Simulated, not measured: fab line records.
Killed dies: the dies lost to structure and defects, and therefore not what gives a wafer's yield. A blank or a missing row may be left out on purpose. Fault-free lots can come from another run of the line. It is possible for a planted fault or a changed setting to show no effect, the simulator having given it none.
fab line records    flow sfq-line
[record] lots = 14  wafers = 42  last-day = 82
route steps=325 shown M1@71 I1@73 M4@152 I4@176
lots untouched by any fault: they come from a run of this same line in which no faults occurred
start-h: start of the lot's first displayed wafer, in hours after the record's first day    wait-h: time in hours since the lot's previous step    " repeats the value in the row above    L1.1+2: a row that stands for several wafers    - no value, or no start was given    * or withheld: withheld    < > ~ a bound
route shown NAME@n: a module of which the file shows steps, and the number in the route of the first    usual: mean and standard deviation over wafers with no fault    same: alike in all rows    chamber/n: place in a boat    sites: readings site by site    _std_site: standard deviation across them    _edge_site: inner sites' mean taken away from outer sites' mean    radius-mm: for every site, how far away it sits from the centre of the wafer    mask NAME#n: copy n    behind: the last tool/chamber to shape the wafer    hold: why the lot was held/for how many hours/how that ended    device: transistor that didn't switch, given as n, p or np    end of line: the same wafers' tests at the end of the route    step lacking rows: just its recipe    killed: count of dies lost to structure and defects at first sort (not the wafer's yield)    map: shows each die of a wafer: x if killed, . if not, _ if none is there
set.NAME: the setting that was run; set.NAME@STEP: the one run at that earlier step    model.NAME: the simulator's own value behind a step, which no gauge read
the route's steps for a sample of lots (tables are steps, rows are wafers)
services: a tool's chamber out of use, with start hour (start-h, from the record's first day; less than 0 if before it), hours out, and reason
[[steps]]
[step SFQ_TRILAYER_M1_STRIP_STRIP_043]
[recipe] gas = O2  power-w = 200  platen-temp-c = 40  overash-fraction = 0.65  chemistry = O2  pressure-mtorr = 50
[usual] chamber-pressure-mTorr = 50.00/0.046  drypump-motor-current-A = 5.7/0.52  oes-product-au = 0.996/0.0069
[same] overash-fraction = 0.65
lot.wafer  tool          chamber  start-h  wait-h  chamber-pressure-mTorr  drypump-motor-current-A  oes-product-au  rf-hours-counter-h
L388.2     rie-metal-01  0        329.55   0.1     50.01                   5.3                      0.992           70
L388.5     "             0        "        "       50.04                   5.3                      1.003           -
L388.6     "             1        "        "       50.00                   5.7                      0.992           -
L389.1     rie-metal-03  1        330.75   0.1     50.05                   5.0                      1.001           118
L389.4     "             1        "        "       49.98                   5.0                      0.997           -
L389.5     "             0        "        "       50.05                   6.0                      0.998           -
L390.1     rie-metal-01  1        331.95   0.1     49.94                   5.7                      0.995           46
L390.2     "             0        "        "       49.99                   5.3                      0.989           70
L390.3     "             0        "        "       50.05                   5.3                      0.999           -
L391.1     rie-metal-03  1        418.78   0.1     50.03                   5.0                      0.984           131
L391.4     "             1        "        "       50.02                   5.0                      1.001           -
L391.6     "             0        "        "       49.91                   6.0                      1.006           -
L392.1     rie-metal-02  1        421.18   0.1     49.99                   5.9                      0.997           24
L392.3     "             0        "        "       49.97                   6.6                      0.985           -
L392.5     "             0        "        "       50.01                   6.6                      0.996           -
L393.1     rie-metal-03  1        428.38   0.1     50.00                   5.0                      0.988           133
L393.3     "             0        "        "       50.04                   6.0                      0.995           -
L393.6     "             1        "        "       49.97                   5.0                      0.997           -
L394.1     rie-metal-02  0        435.71   0.1     49.96                   6.6                      0.984           134
L394.5     "             0        "        "       50.00                   6.6                      0.987           -
L394.6     "             1        "        "       49.93                   6.0                      0.986           -
L397.1     rie-metal-03  1        465.57   0.1     50.00                   5.0                      0.984           139
L397.3     "             0        "        "       50.02                   6.0                      1.001           -
L397.5     "             1        "        "       50.00                   5.0                      0.997           -
L400.1     rie-metal-01  0        499.10   0.1     49.85                   5.3                      1.009           95
L400.5     "             1        "        "       50.00                   5.7                      0.997           -
L400.6     "             0        "        "       49.98                   5.3                      1.013           -
L403.2     rie-metal-03  0        523.32   0.1     50.10                   6.0                      1.004           56
L403.5     "             0        "        "       50.02                   6.0                      1.009           -
L403.6     "             1        "        "       49.98                   5.0                      0.997           -
L404.2     rie-metal-01  0        532.92   0.1     50.00                   5.3                      1.007           98
L404.3     "             0        "        "       49.97                   5.3                      0.997           -
L404.5     "             0        "        "       50.07                   5.3                      1.005           -
L406.1     rie-metal-03  0        543.72   0.1     49.98                   5.9                      0.998           59
L406.3     "             1        "        "       49.98                   5.0                      0.992           -
L406.6     "             0        "        "       50.02                   5.9                      1.004           -
L407.2     rie-metal-02  0        550.92   0.1     50.00                   6.6                      0.994           151
L407.3     "             1        "        "       49.97                   5.9                      0.991           -
L407.5     "             1        "        "       50.03                   6.0                      0.989           -
L408.3     rie-metal-03  1        552.32   0.2     49.95                   5.0                      0.996           -
L408.4     "             0        "        "       50.06                   5.9                      0.993           -
L408.5     "             1        "        "       50.01                   5.0                      0.996           -
[step SFQ_TRILAYER_I1_DEP_PECVD_045]
[recipe] material = SiO2  temp-c = 150  time-s = 111.11  pressure-torr = 2.4  rf-w = 183.3  precursor = SiH4/N2O  target-thk-nm = 500
[usual] heater-power-w = 80/12  throttle-valve-pct = 24.7/1.4
lot.wafer  tool      chamber  start-h  wait-h  heater-power-w  since-wet-clean-h  throttle-valve-pct
L388.2     pecvd-02  2        330.33   0.0     87              122                23.1
L388.5     "         0        "        "       76              -                  22.5
L388.6     "         1        "        "       66              -                  22.4
L389.1     pecvd-03  0        331.54   0.0     93              876                26.2
L389.4     "         1        "        "       80              -                  25.1
L389.5     "         0        "        "       96              -                  26.3
L390.1     pecvd-04  0        332.73   0.0     77              494                23.8
L390.2     "         1        "        "       90              494                22.7
L390.3     "         2        "        "       70              494                25.0
L391.1     pecvd-03  0        419.56   0.0     101             964                26.7
L391.4     "         0        "        "       103             -                  26.4
L391.6     "         1        "        "       78              -                  25.4
L392.1     pecvd-02  2        421.96   0.0     84              214                23.9
L392.3     "         1        "        "       57              214                22.6
L392.5     "         2        "        "       87              -                  23.6
L393.1     pecvd-03  2        429.16   0.0     86              974                26.0
L393.3     "         0        "        "       99              974                26.5
L393.6     "         2        "        "       89              -                  26.0
L394.1     pecvd-04  0        436.48   0.0     75              598                24.1
L394.5     "         1        "        "       75              -                  23.4
L394.6     "         0        "        "       79              -                  23.8
L397.1     pecvd-03  0        466.34   0.0     101             1011               26.5
L397.3     "         2        "        "       88              1011               25.8
L397.5     "         1        "        "       81              -                  25.4
L400.1     pecvd-02  1        499.87   0.0     59              292                22.7
L400.5     "         1        "        "       61              -                  22.7
L400.6     "         0        "        "       71              -                  22.9
L403.2     pecvd-03  2        524.09   0.0     92              1069               25.9
L403.5     "         2        "        "       78              -                  26.1
L403.6     "         0        "        "       105             -                  26.5
L404.2     pecvd-04  1        533.69   0.0     88              695                23.3
L404.3     "         0        "        "       72              695                24.0
L404.5     "         2        "        "       78              -                  25.7
L406.1     pecvd-04  0        544.49   0.0     67              706                24.0
L406.3     "         2        "        "       82              706                25.9
L406.6     "         1        "        "       92              -                  23.4
L407.2     pecvd-04  0        551.69   0.0     68              713                24.0
L407.3     "         1        "        "       91              713                23.2
L407.5     "         0        "        "       68              -                  24.2
L408.3     pecvd-03  1        552.89   0.0     78              1098               25.4
L408.4     "         2        "        "       92              -                  26.0
L408.5     "         0        "        "       107             -                  26.7
[step SFQ_TRILAYER_M4_LITHO_COAT_098]
[recipe] resist = BARC  spin-rpm = 3000  resist-thk-nm = 62
[usual] spin-speed-rpm = 3000.1/2
lot.wafer  tool            chamber  start-h  wait-h  spin-speed-rpm
L388.2     litho-track-01  0        818.90   0.1     3001.9
L388.5     "               0        "        "       2997.8
L388.6     "               0        "        "       2999.6
L389.1     litho-track-01  0        827.24   0.1     2997.8
L389.4     "               0        "        "       3001.9
L389.5     "               0        "        "       3001.1
L390.1     litho-track-04  0        830.84   0.1     2996.7
L390.2     "               0        "        "       2996.0
L390.3     "               0        "        "       2998.3
L391.1     litho-track-04  0        833.25   0.1     3000.1
L391.4     "               0        "        "       2998.6
L391.6     "               0        "        "       2998.4
L392.1     litho-track-04  0        875.52   0.1     2998.5
L392.3     "               0        "        "       2999.5
L392.5     "               0        "        "       2998.9
L393.1     litho-track-01  0        921.00   0.1     3002.9
L393.3     "               0        "        "       3001.4
L393.6     "               0        "        "       3002.9
L394.1     litho-track-02  0        930.00   0.1     3001.6
L394.5     "               0        "        "       2998.0
L394.6     "               0        "        "       2998.9
L397.1     litho-track-04  0        953.80   0.1     2997.9
L397.3     "               0        "        "       3000.0
L397.5     "               0        "        "       3000.8
L400.1     litho-track-01  0        982.78   0.1     2946.0
L400.5     "               0        "        "       2944.3
L400.6     "               0        "        "       2946.5
L403.2     litho-track-01  0        1006.03  0.1     2946.2
L403.5     "               0        "        "       2950.7
L403.6     "               0        "        "       2943.7
L404.2     litho-track-04  0        1016.23  0.1     2998.6
L404.3     "               0        "        "       2998.7
L404.5     "               0        "        "       2999.8
L406.1     litho-track-02  0        1022.30  0.1     2995.4
L406.3     "               0        "        "       2999.5
L406.6     "               0        "        "       3000.6
L407.2     litho-track-04  0        1038.55  0.1     3002.1
L407.3     "               0        "        "       3001.5
L407.5     "               0        "        "       3003.8
L408.3     litho-track-04  0        1042.80  0.1     2998.3
L408.4     "               0        "        "       3000.0
L408.5     "               0        "        "       3000.7
[step SFQ_TRILAYER_I4_VIA_STRIP_STRIP_107]
[recipe] gas = O2  power-w = 200  platen-temp-c = 40  overash-fraction = 0.65  chemistry = O2  pressure-mtorr = 50
[usual] chamber-pressure-mTorr = 50.01/0.044  drypump-motor-current-A = 5.8/0.55  oes-product-au = 0.995/0.0093
[same] overash-fraction = 0.65
lot.wafer  tool          chamber  start-h  wait-h  chamber-pressure-mTorr  drypump-motor-current-A  oes-product-au  rf-hours-counter-h
L388.2     rie-metal-03  0        1107.47  -       50.01                   6.0                      1.013           145
L388.5     "             1        "        "       49.99                   5.0                      1.020           -
L388.6     "             0        "        "       49.97                   6.0                      1.014           -
L389.1     rie-metal-02  0        1111.07  -       49.96                   6.6                      0.985           71
L389.4     "             1        "        "       49.98                   6.0                      1.010           -
L389.5     "             1        "        "       49.97                   5.9                      1.006           -
L390.1     rie-metal-04  1        1114.67  -       50.00                   5.3                      1.007           121
L390.2     "             0        "        "       50.01                   6.2                      1.007           111
L390.3     "             0        "        "       49.99                   6.2                      1.005           -
L391.1     rie-metal-03  1        1117.07  -       49.97                   5.0                      0.990           78
L391.4     "             1        "        "       49.95                   5.0                      0.997           -
L391.6     "             1        "        "       50.04                   5.0                      1.001           -
L392.1     rie-metal-02  0        1162.62  -       49.96                   6.6                      0.983           77
L392.3     "             1        "        "       49.91                   5.9                      0.991           -
L392.5     "             0        "        "       49.95                   6.6                      0.996           -
L393.1     rie-metal-04  1        1214.47  -       50.00                   5.3                      1.004           133
L393.3     "             1        "        "       50.01                   5.3                      0.999           -
L393.6     "             1        "        "       49.94                   5.3                      0.998           -
L394.1     rie-metal-02  0        1222.87  -       49.93                   6.6                      0.990           86
L394.5     "             0        "        "       49.97                   6.6                      0.991           -
L394.6     "             1        "        "       50.01                   5.9                      0.984           -
L397.1     rie-metal-04  1        1250.87  -       50.03                   5.3                      1.001           1
L397.3     "             1        "        "       50.03                   5.3                      1.010           -
L397.5     "             1        "        "       49.97                   5.3                      0.999           -
L400.1     rie-metal-02  0        1264.07  -       50.02                   6.6                      0.991           94
L400.5     "             1        "        "       49.98                   5.9                      0.990           -
L400.6     "             0        "        "       50.06                   6.6                      0.984           -
L403.2     rie-metal-03  0        1286.87  -       50.05                   5.9                      0.989           21
L403.5     "             0        "        "       50.05                   6.0                      0.997           -
L403.6     "             1        "        "       50.05                   5.0                      0.991           -
L404.2     rie-metal-04  1        1296.47  -       49.99                   5.3                      1.005           12
L404.3     "             0        "        "       49.96                   6.2                      0.991           -
L404.5     "             0        "        "       49.94                   6.2                      0.993           -
L406.1     rie-metal-02  0        1307.27  -       50.03                   6.6                      0.996           101
L406.3     "             0        "        "       49.94                   6.6                      0.980           -
L406.6     "             0        "        "       50.02                   6.6                      0.983           -
L407.2     rie-metal-03  0        1320.24  -       50.02                   5.9                      0.991           29
L407.3     "             1        "        "       49.99                   5.0                      0.995           -
L407.5     "             1        "        "       50.01                   5.0                      0.989           -
L408.3     rie-metal-02  1        1324.04  -       49.98                   6.0                      0.985           -
L408.4     "             0        "        "       49.99                   6.6                      0.989           -
L408.5     "             0        "        "       49.97                   6.6                      0.986           -
[[services]]
tool          chamber  start-h  hours  kind
pecvd-03      0        378.86   3.0    repair
rie-metal-03  0        443.73   8.6    repair
pecvd-03      -        450.51   0.5    repair
rie-metal-02  0        455.97   6.4    repair
rie-metal-02  1        461.80   3.8    repair
pecvd-03      -        481.29   14.6   pm
rie-metal-02  1        559.29   4.9    repair
pecvd-03      -        597.36   0.7    repair
rie-metal-03  0        616.56   1.3    repair
pecvd-03      0        625.40   2.9    repair
pecvd-03      2        638.01   5.4    repair
pecvd-03      1        699.11   5.1    repair
rie-metal-02  1        738.27   6.8    repair
pecvd-03      -        739.21   1.3    repair
rie-metal-02  -        757.61   1.4    repair
rie-metal-03  -        783.73   0.8    repair
rie-metal-02  1        875.06   8.1    repair
pecvd-03      0        878.49   5.1    repair
rie-metal-03  -        953.10   2.8    pm
rie-metal-02  -        1145.18  0.5    repair
rie-metal-02  -        1173.26  2.8    pm
rie-metal-03  1        1234.78  5.5    repair
rie-metal-03  1        1290.82  12.4   repair
rie-metal-02  -        1321.17  1.4    pm
[[key]]
[first-sign] step = SFQ_TRILAYER_M4_LITHO_COAT_098  reading = spin-speed-rpm  direction = down  sigmas = 27  usual = 3000.1  struck = 2946.2
effect none on later readings
met-at SFQ_TRILAYER_M4_LITHO_COAT_098
struck-lots L400,L403
not-acting-at SFQ_TRILAYER_M1_STRIP_STRIP_043,SFQ_TRILAYER_I1_DEP_PECVD_045,SFQ_TRILAYER_I4_VIA_STRIP_STRIP_107
onset-between 921.00 982.78
[fault] kind = process-parameter-drift  tool = litho-track-01  chamber = -  onset-h = 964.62  steps = SFQ_TRILAYER_M4_LITHO_COAT_098  channel = spin-rpm  offset = -53.373  shape = step  end-h = 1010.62  acts-in = these-recipes-only  stated = 3000
